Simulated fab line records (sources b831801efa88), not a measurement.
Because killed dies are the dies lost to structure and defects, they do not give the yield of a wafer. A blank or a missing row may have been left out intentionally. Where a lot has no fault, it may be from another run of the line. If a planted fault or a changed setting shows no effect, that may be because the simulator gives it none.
Which of the tools did it? || flow gf180mcu || 14 lots, 42 wafers sampled, at 4 steps of a route of 602

== WHAT THE GAUGES SHOWED, per wafer ==
GF_HV_LDD_CD_MEAS_19: target cd 400 nm.
{"lot": "L666", "measured": "day 10 18:25", "on": "cd_sem-01", "cd_nm (nm)": "396.1 397.4 394.3"}
{"lot": "L668", "measured": "day 11 06:46", "on": "cd_sem-01", "cd_nm (nm)": "397.5 399.7 399.0"}
{"lot": "L670", "measured": "day 12 02:16", "on": "cd_sem-02", "cd_nm (nm)": "402.7 402.4 401.9"}
{"lot": "L671", "measured": "day 12 09:09", "on": "cd_sem-02", "cd_nm (nm)": "399.6 400.6 402.1"}
{"lot": "L672", "measured": "day 12 12:58", "on": "cd_sem-02", "cd_nm (nm)": "398.1 395.9 398.7"}
{"lot": "L673", "measured": "day 12 21:58", "on": "cd_sem-02", "cd_nm (nm)": "398.7 400.1 397.0"}
{"lot": "L676", "measured": "day 14 00:58", "on": "cd_sem-01", "cd_nm (nm)": "402.1 401.7 401.6"}
{"lot": "L677", "measured": "day 14 09:24", "on": "cd_sem-01", "cd_nm (nm)": "400.4 397.9 400.1"}
{"lot": "L678", "measured": "day 14 14:21", "on": "cd_sem-02", "cd_nm (nm)": "397.1 395.9 395.9"}
{"lot": "L681", "measured": "day 15 16:58", "on": "cd_sem-02", "cd_nm (nm)": "401.2 404.9 401.1"}
{"lot": "L683", "measured": "day 16 02:56", "on": "cd_sem-02", "cd_nm (nm)": "400.8 403.4 402.2"}
{"lot": "L684", "measured": "day 16 08:50", "on": "cd_sem-02", "cd_nm (nm)": "402.6 398.6 398.6"}
{"lot": "L688", "measured": "day 17 16:23", "on": "cd_sem-01", "cd_nm (nm)": "400.7 402.7 399.9"}
{"lot": "L689", "measured": "day 18 01:43", "on": "cd_sem-02", "cd_nm (nm)": "401.6 399.8 401.9"}

GF_PSD_RS_MEAS_15: measures by four-point-probe.
{"lot": "L666", "measured": "day 14 03:19", "on": "film_metro-03", "PSD_RS (ohm/sq)": "108.3 108.2 108.3"}
{"lot": "L668", "measured": "day 14 22:40", "on": "film_metro-03", "PSD_RS (ohm/sq)": "108.2 108.1 108.2"}
{"lot": "L670", "measured": "day 15 19:08", "on": "film_metro-03", "PSD_RS (ohm/sq)": "108.9 108.6 108.9"}
{"lot": "L671", "measured": "day 16 01:16", "on": "film_metro-02", "PSD_RS (ohm/sq)": "108.2 108.4 108.8"}
{"lot": "L672", "measured": "day 16 04:31", "on": "film_metro-03", "PSD_RS (ohm/sq)": "108.7 108.8 108.8"}
{"lot": "L673", "measured": "day 16 14:52", "on": "film_metro-03", "PSD_RS (ohm/sq)": "108.3 108.4 108.4"}
{"lot": "L676", "measured": "day 17 21:44", "on": "film_metro-04", "PSD_RS (ohm/sq)": "108.1 108.4 108.4"}
{"lot": "L677", "measured": "day 18 09:56", "on": "film_metro-04", "PSD_RS (ohm/sq)": "108.4 108.5 108.4"}
{"lot": "L678", "measured": "day 18 13:02", "on": "film_metro-02", "PSD_RS (ohm/sq)": "108.5 108.9 108.6"}
{"lot": "L681", "measured": "day 19 18:02", "on": "film_metro-03", "PSD_RS (ohm/sq)": "108.5 108.5 108.4"}
{"lot": "L683", "measured": "day 20 05:53", "on": "film_metro-04", "PSD_RS (ohm/sq)": "108.5 108.5 108.4"}
{"lot": "L684", "measured": "day 20 09:45", "on": "film_metro-04", "PSD_RS (ohm/sq)": "108.7 108.7 108.5"}
{"lot": "L688", "measured": "day 21 21:01", "on": "film_metro-02", "PSD_RS (ohm/sq)": "108.3 108.3 108.5"}
{"lot": "L689", "measured": "day 22 04:46", "on": "film_metro-04", "PSD_RS (ohm/sq)": "108.3 108.4 108.8"}

GF_SALICIDE_THK_MEAS_05: measures by xrf.
{"lot": "L666", "measured": "day 15 01:05", "on": "film_metro-03", "SALICIDE_TIN_THK (nm)": "20.17 20.49 20.04"}
{"lot": "L668", "measured": "day 15 20:34", "on": "film_metro-01", "SALICIDE_TIN_THK (nm)": "20.05 20.07 20.03"}
{"lot": "L670", "measured": "day 16 18:15", "on": "film_metro-01", "SALICIDE_TIN_THK (nm)": "20.09 20.45 20.03"}
{"lot": "L671", "measured": "day 16 23:50", "on": "film_metro-03", "SALICIDE_TIN_THK (nm)": "20.11 20.43 20.22"}
{"lot": "L672", "measured": "day 17 03:53", "on": "film_metro-01", "SALICIDE_TIN_THK (nm)": "20.08 19.51 20.22"}
{"lot": "L673", "measured": "day 17 14:55", "on": "film_metro-02", "SALICIDE_TIN_THK (nm)": "20.13 20.41 19.93"}
{"lot": "L676", "measured": "day 18 20:28", "on": "film_metro-03", "SALICIDE_TIN_THK (nm)": "19.89 20.25 19.82"}
{"lot": "L677", "measured": "day 19 09:04", "on": "film_metro-02", "SALICIDE_TIN_THK (nm)": "20.27 20.18 20.17"}
{"lot": "L678", "measured": "day 19 13:04", "on": "film_metro-03", "SALICIDE_TIN_THK (nm)": "19.99 19.86 20.27"}
{"lot": "L681", "measured": "day 20 18:05", "on": "film_metro-03", "SALICIDE_TIN_THK (nm)": "19.83 19.51 19.91"}
{"lot": "L683", "measured": "day 21 06:07", "on": "film_metro-01", "SALICIDE_TIN_THK (nm)": "20.48 20.56 20.27"}
{"lot": "L684", "measured": "day 21 10:29", "on": "film_metro-02", "SALICIDE_TIN_THK (nm)": "19.47 20.01 20.01"}
{"lot": "L688", "measured": "day 22 20:45", "on": "film_metro-01", "SALICIDE_TIN_THK (nm)": "20.18 20.15 20.18"}
{"lot": "L689", "measured": "day 23 04:09", "on": "film_metro-03", "SALICIDE_TIN_THK (nm)": "19.70 19.98 19.54"}

== EACH LOT AND THE TOOL THAT RAN IT (in order: tool; ch and the chambers of the sampled wafers; start) ==
{"lot": "L666", "GF_HV_LDD_CVD_54": "lpcvd-02 ch 0, day 12 08:25"}
{"lot": "L668", "GF_HV_LDD_CVD_54": "lpcvd-02 ch 0, day 12 22:33"}
{"lot": "L670", "GF_HV_LDD_CVD_54": "lpcvd-02 ch 0, day 13 20:34"}
{"lot": "L671", "GF_HV_LDD_CVD_54": "lpcvd-01 ch 0, day 14 03:31"}
{"lot": "L672", "GF_HV_LDD_CVD_54": "lpcvd-01 ch 1, day 14 06:01"}
{"lot": "L673", "GF_HV_LDD_CVD_54": "lpcvd-02 ch 0, day 14 15:22"}
{"lot": "L676", "GF_HV_LDD_CVD_54": "lpcvd-01 ch 1, day 15 21:16"}
{"lot": "L677", "GF_HV_LDD_CVD_54": "lpcvd-02 ch 0, day 16 08:36"}
{"lot": "L678", "GF_HV_LDD_CVD_54": "lpcvd-01 ch 1, day 16 11:48"}
{"lot": "L681", "GF_HV_LDD_CVD_54": "lpcvd-02 ch 0, day 17 15:27"}
{"lot": "L683", "GF_HV_LDD_CVD_54": "lpcvd-01 ch 1, day 18 02:08"}
{"lot": "L684", "GF_HV_LDD_CVD_54": "lpcvd-01 ch 1, day 18 07:39"}
{"lot": "L688", "GF_HV_LDD_CVD_54": "lpcvd-01 ch 0, day 19 17:49"}
{"lot": "L689", "GF_HV_LDD_CVD_54": "lpcvd-01 ch 0, day 20 01:46"}
- GF_HV_LDD_CVD_54: deposits SiO2 from TEOS, target thk 10 nm, time 75 s.

== WHAT THE TOOLS THEMSELVES READ (means of the sampled wafers that have a number; where no wafer has one, the mark that the record gives instead) ==
GF_HV_LDD_CVD_54.
{"lot": "L666", "tool": "lpcvd-02", "spike_tc_upper_C (C)": 679.5, "zone_power_centre_pct (%)": 9.9, "zone_power_top_pct (%)": 20.5, "zone_power_upper_pct (%)": 11.1}
{"lot": "L668", "tool": "lpcvd-02", "spike_tc_upper_C (C)": 679.5, "zone_power_centre_pct (%)": 9.9, "zone_power_top_pct (%)": 20.4, "zone_power_upper_pct (%)": 11.1}
{"lot": "L670", "tool": "lpcvd-02", "spike_tc_upper_C (C)": 680.5, "zone_power_centre_pct (%)": 9.9, "zone_power_top_pct (%)": 20.5, "zone_power_upper_pct (%)": 11.0}
{"lot": "L671", "tool": "lpcvd-01", "spike_tc_upper_C (C)": 677.6, "zone_power_centre_pct (%)": 11.0, "zone_power_top_pct (%)": 22.1, "zone_power_upper_pct (%)": 9.1}
{"lot": "L672", "tool": "lpcvd-01", "spike_tc_upper_C (C)": 679.6, "zone_power_centre_pct (%)": 9.9, "zone_power_top_pct (%)": 19.3, "zone_power_upper_pct (%)": 9.4}
{"lot": "L673", "tool": "lpcvd-02", "spike_tc_upper_C (C)": 679.7, "zone_power_centre_pct (%)": 9.9, "zone_power_top_pct (%)": 20.7, "zone_power_upper_pct (%)": 11.1}
{"lot": "L676", "tool": "lpcvd-01", "spike_tc_upper_C (C)": 680.2, "zone_power_centre_pct (%)": 9.9, "zone_power_top_pct (%)": 19.4, "zone_power_upper_pct (%)": 9.4}
{"lot": "L677", "tool": "lpcvd-02", "spike_tc_upper_C (C)": 705.0, "zone_power_centre_pct (%)": 7.7, "zone_power_top_pct (%)": 17.6, "zone_power_upper_pct (%)": 17.1}
{"lot": "L678", "tool": "lpcvd-01", "spike_tc_upper_C (C)": 680.8, "zone_power_centre_pct (%)": 9.9, "zone_power_top_pct (%)": 19.7, "zone_power_upper_pct (%)": 9.4}
{"lot": "L681", "tool": "lpcvd-02", "spike_tc_upper_C (C)": 706.0, "zone_power_centre_pct (%)": 7.7, "zone_power_top_pct (%)": 17.5, "zone_power_upper_pct (%)": 17.0}
{"lot": "L683", "tool": "lpcvd-01", "spike_tc_upper_C (C)": 681.2, "zone_power_centre_pct (%)": 9.9, "zone_power_top_pct (%)": 19.4, "zone_power_upper_pct (%)": 9.3}
{"lot": "L684", "tool": "lpcvd-01", "spike_tc_upper_C (C)": 681.0, "zone_power_centre_pct (%)": 9.8, "zone_power_top_pct (%)": 19.3, "zone_power_upper_pct (%)": 9.3}
{"lot": "L688", "tool": "lpcvd-01", "spike_tc_upper_C (C)": 678.3, "zone_power_centre_pct (%)": 11.0, "zone_power_top_pct (%)": 22.1, "zone_power_upper_pct (%)": 9.1}
{"lot": "L689", "tool": "lpcvd-01", "spike_tc_upper_C (C)": 678.2, "zone_power_centre_pct (%)": 10.9, "zone_power_top_pct (%)": 22.2, "zone_power_upper_pct (%)": 9.1}

== THE ANSWER, worked out from the rows above alone ==
Rule: the lots themselves supply what counts as usual. The widest of any qualifying gaps counts: lots, ordered by their means at a reading, are off when they make up no more than a third of the lots, leave a main group of 4 or more, and stand apart from it by 3 or more times the standard deviation of that group's means. A main group is skipped when, at the precision printed for the reading in the tables above, its means are all equal. A lot without any number at a reading at which 4 lots or more have one is off too. All remaining lots with rows at the step are treated as sound. After the gauges, taken in route order, come the tools' own readings; for these a lot's mean is taken, as printed above. The first step at which some lot is off is used, and at that step the reading that is off furthest; a lot without a number counts as furthest.
Off: L677, L681 (GF_HV_LDD_CVD_54, spike_tc_upper_C). The main group: mean 679.7 C, standard deviation 1.1.
A tool fits if, at that step or a process step before it, it ran every lot that is off, and no sound lot after the first of them. One fits: GF_HV_LDD_CVD_54 on lpcvd-02. A fault onset in the window from L673 (day 14 15:22, its last sound lot) to L677 (day 16 08:36, its first lot off) fits.
The tool's own readings at GF_HV_LDD_CVD_54 bear it out: on the lots that are off they differ by more than 5 times the standard deviation of the sound lots' means. spike_tc_upper_C reads 705.5 C there against 679.7 C on the sound lots; zone_power_centre_pct reads 7.7 % there against 10.2 % on the sound lots; zone_power_upper_pct reads 17.1 % there against 9.9 % on the sound lots.

== WHAT THE SIMULATOR HAD INSERTED ==
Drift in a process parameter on lpcvd-02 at GF_HV_LDD_CVD_54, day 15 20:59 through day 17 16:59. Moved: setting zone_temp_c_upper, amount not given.
Lots struck among those shown: L677, L681. The rule above reached the same finding.
